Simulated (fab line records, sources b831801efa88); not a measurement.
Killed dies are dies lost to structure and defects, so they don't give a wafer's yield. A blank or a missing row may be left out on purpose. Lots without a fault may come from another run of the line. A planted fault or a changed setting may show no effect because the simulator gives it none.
Tool commonality check | flow gf180mcu | 13 lots, 39 wafers sampled

WHY IT WAS OPENED
At GF_PSD_RS_MEAS_14 the reading NSD_RS is flagged on 2 of 13 lots. Wafers without a fault read 46.13 ohm/sq, standard deviation 0.094.
Rule: a lot is flagged when every wafer of it that has a number lies more than 4 standard deviations from that mean, or none has a number. The other lots count as sound.

lot  | measured     | on            | NSD_RS (ohm/sq), wafer by wafer | flag
L578 | day 14 12:17 | film_metro-04 | 46.04 46.07 45.90               |
L580 | day 14 23:48 | film_metro-03 | 46.14 46.13 46.11               |
L581 | day 15 09:02 | film_metro-04 | 45.95 46.17 46.00               |
L582 | day 15 13:10 | film_metro-04 | 46.12 46.10 46.04               |
L585 | day 16 23:28 | film_metro-02 | 46.18 46.15 46.20               |
L587 | day 17 03:59 | film_metro-04 | 46.12 46.12 46.08               |
L589 | day 18 06:06 | film_metro-04 | 46.07 46.09 46.04               |
L590 | day 18 13:35 | film_metro-03 | 46.28 46.27 46.26               |
L591 | day 18 22:44 | film_metro-04 | 46.15 46.21 46.22               |
L593 | day 19 13:57 | film_metro-02 | 42.60 42.67 42.78               | FLAGGED
L594 | day 20 00:17 | film_metro-02 | 42.53 42.52 42.52               | FLAGGED
L600 | day 22 01:37 | film_metro-04 | 46.21 46.15 46.20               |
L601 | day 22 12:50 | film_metro-02 | 46.26 46.21 46.21               |
The numbers of the flagged lots are 42.60 ohm/sq on average: -3.53 ohm/sq against the usual, or -38 standard deviations.

WHICH TOOL RAN EACH LOT
The record holds 1 process step before the reading, out of a route of 602 steps. In each cell: the tool, then ch and the chambers that the sampled wafers went through, then the start.
lot  | flag    | GF_PSD_RTA_13
L578 |         | rtp_anneal-02 ch 0, day 14 12:12
L580 |         | rtp_anneal-02 ch 0, day 14 23:43
L581 |         | rtp_anneal-01 ch 0, day 15 08:56
L582 |         | rtp_anneal-02 ch 0, day 15 13:04
L585 |         | rtp_anneal-01 ch 0, day 16 23:23
L587 |         | rtp_anneal-01 ch 0, day 17 03:53
L589 |         | rtp_anneal-02 ch 0, day 18 06:01
L590 |         | rtp_anneal-01 ch 0, day 18 13:31
L591 |         | rtp_anneal-01 ch 0, day 18 22:39
L593 | FLAGGED | rtp_anneal-01 ch 0, day 19 13:52
L594 | FLAGGED | rtp_anneal-01 ch 0, day 20 00:12
L600 |         | rtp_anneal-02 ch 0, day 22 01:31
L601 |         | rtp_anneal-02 ch 0, day 22 12:45
What these steps do:
- GF_PSD_RTA_13: time 20 s.
- GF_PSD_RS_MEAS_14: measures by four-point-probe.

FLAGGED OVER TOTAL, TOOL BY TOOL (the gauges that took the reading come last)
step              | tool          | lots run | flagged | share of the flagged lots | sound lots run after its first flagged lot
GF_PSD_RTA_13     | rtp_anneal-01 | 7        | 2       | all                       | 0
GF_PSD_RTA_13     | rtp_anneal-02 | 6        | 0       | none                      | -
GF_PSD_RS_MEAS_14 | film_metro-02 | 4        | 2       | all                       | 1 (L601)
GF_PSD_RS_MEAS_14 | film_metro-03 | 2        | 0       | none                      | -
GF_PSD_RS_MEAS_14 | film_metro-04 | 7        | 0       | none                      | -

WHAT THE TABLE ALLOWS
2 rows of the table ran every flagged lot: rtp_anneal-01 at GF_PSD_RTA_13, film_metro-02 at GF_PSD_RS_MEAS_14.
- rtp_anneal-01 at GF_PSD_RTA_13: 2 of its 7 lots flagged. Its last sound lot is L591 (day 18 22:39), its first flagged lot L593 (day 19 13:52): a fault that began between those two fits.
- film_metro-02 at GF_PSD_RS_MEAS_14: 2 of its 4 lots flagged. Sound lots ran on it after the first flagged one (L601), which a lasting fault on the whole tool wouldn't allow.
One tool is left: rtp_anneal-01 at GF_PSD_RTA_13.

WHAT THE SIMULATOR HAD PUT IN
Process parameter drift: rtp_anneal-01, from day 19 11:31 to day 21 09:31, at GF_PSD_RTA_13. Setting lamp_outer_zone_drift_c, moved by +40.
Lots struck among those shown: L593, L594. The rule above found the same.
